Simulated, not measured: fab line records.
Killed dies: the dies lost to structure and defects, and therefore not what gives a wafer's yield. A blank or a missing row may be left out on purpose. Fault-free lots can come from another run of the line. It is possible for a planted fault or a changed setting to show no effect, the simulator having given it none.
A struck lot beside a sound one | flow sky130 | 17 steps out of a route of 708
Sound: these wafers, L979.2, L979.3, L979.4. Wafers struck: L977.1, L977.2, L977.3. The cause comes at the end.
For every step that has rows: the tool of each side, followed by ch and its chambers, followed by its first start. Under that, the readings that differ: sound wafers | struck wafers | difference of the means | sigmas: that difference in standard deviations of wafers without a fault.
alike: readings whose means differ by less than 2 such deviations, and words and numbers that are the same on both sides. not compared: withheld readings, readings that some wafer has no value for, bounds like >300 that may hide the same value, and numbers for which the record gives no deviation and whose values overlap.
The two part at a step that has a row with sigmas, a row that says differs or no value, or rows on one side only. When numbers do not overlap yet have no deviation, they are printed without sigmas and do not part them. A reading missing from all wafers of one side parts the sides only when that side holds two or more wafers.

first, 9 steps without rows for these wafers: SKY_CAPM_CLEAN_17 (cleans in O3/DIW); SKY_METAL3_DEHYDRATE_05 (time 60 s); SKY_METAL3_HMDS_06 (prime time 60 s); SKY_METAL3_COAT_07 (resist thk 60 nm); SKY_METAL3_COAT_08 (resist thk 1140 nm); SKY_METAL3_SOFTBAKE_09 (time 90 s); SKY_METAL3_EXPOSE_10 (exposes mask MM3, target cd 300 nm); SKY_METAL3_PEB_11; SKY_METAL3_DEVELOP_12 (develop time 60 s).
SKY_METAL3_CD_MEAS_13: the cd target is 300 nm.
  sound: cd-sem-01 at day 41 22:05; struck: cd-sem-02 at day 41 14:11
  alike: cd-nm
SKY_METAL3_OVL_MEAS_14:
  sound: overlay-01 at day 41 22:11; struck: overlay-01 at day 41 14:19
  alike: METAL3_OVL
SKY_METAL3_DESCUM_15: chemistry O2, time 8 s.
  sound on rie-metal-02 ch 0,1, day 41 22:13; struck on rie-metal-01 ch 0,1, day 41 14:21
  alike: drypump-motor-current-A, oes-product-au
  not compared: rf-hours-counter-h
SKY_METAL3_ETCH_16: etches BARC in N2/H2, stops on SiO2, time 88.2 s, target depth 60 nm.
  sound on rie-metal-02 ch 0,1, day 41 22:16; struck on rie-metal-01 ch 0,1, day 41 14:23
  reading                                       | sound             | struck          | difference | sigmas
  model.KrF-thick_of_METAL3_COAT_08.thk-nm (nm) | 1073 1074 1074    | 1089 1088 1090  | +15        |
  model.METAL3.cd-nm (nm)                       | 300.6 299.4 299.1 | 304 303.1 304.5 | +4         |
  alike: drypump-motor-current-A, oes-product-au, throttle-valve-pct
  not compared: rf-hours-counter-h
SKY_METAL3_ETCH_17: etches SiO2 in C4F8/O2/Ar, stops on TiN, time 3.9 s, target depth 15 nm.
  sound on rie-diel-02 ch 1,2,3, day 41 22:21; struck on rie-diel-02 ch 0,2,3, day 41 14:29
  reading                 | sound             | struck          | difference | sigmas
  model.METAL3.cd-nm (nm) | 300.6 299.5 299.1 | 304 303.1 304.4 | +4         |
  alike: oes-product-au
  not compared: rf-hours-counter-h
SKY_METAL3_METAL_ETCH_18: etches the open film in Cl2/BCl3, stops on SiO2, target depth 845 nm, time 183.1 s.
  sound on rie-metal-03 ch 0,1, day 41 22:22; struck on rie-metal-02 ch 0,1, day 41 14:30
  alike: drypump-motor-current-A, oes-product-au, throttle-valve-pct
  not compared: rf-hours-counter-h, model.KrF-thick_of_METAL3_COAT_08.thk-nm
SKY_METAL3_STRIP_19: strips in O2/N2.
  sound on plasma-asher-02 ch 0,1, day 41 22:33; struck on plasma-asher-02 ch 0,1, day 41 14:41
  alike: drypump-motor-current-A, oes-product-au, strip-time-to-endpoint-s
  not compared: rf-hours-counter-h
-- the record jumps here: 7 days lie between the struck wafers' starts before and after (it left off in module METAL3 and takes up again in module PAD_OPEN, whose first step shown is number 708 of the route) --
SKY_PAD_OPEN_PROBE_99:
  rows exist in the record for the struck wafers here (prober-01, day 48 09:01), but not for the sound ones

WHERE THEY PART
At SKY_PAD_OPEN_PROBE_99 and nowhere else, as far as this record goes.

WHY: what the simulator had put in
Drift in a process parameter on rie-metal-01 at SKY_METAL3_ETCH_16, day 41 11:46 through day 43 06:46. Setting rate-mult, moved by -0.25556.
